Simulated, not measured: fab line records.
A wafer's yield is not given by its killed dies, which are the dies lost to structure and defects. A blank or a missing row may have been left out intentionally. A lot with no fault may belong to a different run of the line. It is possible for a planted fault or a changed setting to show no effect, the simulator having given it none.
Which tool is to blame? | flow gf180mcu | 12 lots, 36 wafers sampled, at 1 step of a route of 602

WHAT EACH GAUGE READ, for each wafer
GF_LVPWELL_OVL_MEAS_07.
lot  | measured    | on         | LVPWELL_OVL (nm)
L075 | day 4 01:05 | overlay-01 | 0.5 0.0 -0.4
L077 | day 4 14:32 | overlay-01 | -0.8 -1.0 -0.2
L079 | day 5 04:15 | overlay-02 | 1.1 -0.3 1.5
L081 | day 5 14:51 | overlay-01 | 3.0 0.2 0.3
L083 | day 5 23:45 | overlay-02 | 1.0 0.8 1.5
L085 | day 6 10:48 | overlay-01 | -2.3 -2.2 -2.2
L087 | day 6 20:19 | overlay-02 | -2.0 -1.4 -4.0
L089 | day 7 08:14 | overlay-02 | -0.3 0.2 -0.4
L091 | day 7 21:16 | overlay-01 | 2.8 1.7 2.4
L093 | day 8 17:56 | overlay-02 | 0.8 1.2 0.5
L095 | day 8 23:12 | overlay-01 | 1.4 0.3 1.4
L097 | day 9 11:05 | overlay-02 | 0.7 2.5 0.2

WHAT TOOL EACH LOT RAN ON (gives the tool, then ch and the chambers of the sampled wafers, and finally the start)
Before these readings, the record contains no process step.

THE ANSWER, worked out from the rows above alone
Rule: what is usual is taken from the lots themselves. Put in order of their means at a reading, lots are off if they are a third of the lots or fewer, leave a main group of 4 or more, and stand apart from it by a gap of 3 or more times the standard deviation of the main group's means; of several such gaps the widest counts. If all means in a main group match to the digits the tables above print for the reading, that group is not used. A lot without any number at a reading at which 4 lots or more have one is off too. All remaining lots with rows at the step are treated as sound.
No lot is off at any reading shown: from this, nothing can be told.

WHAT WAS PUT IN BY THE SIMULATOR
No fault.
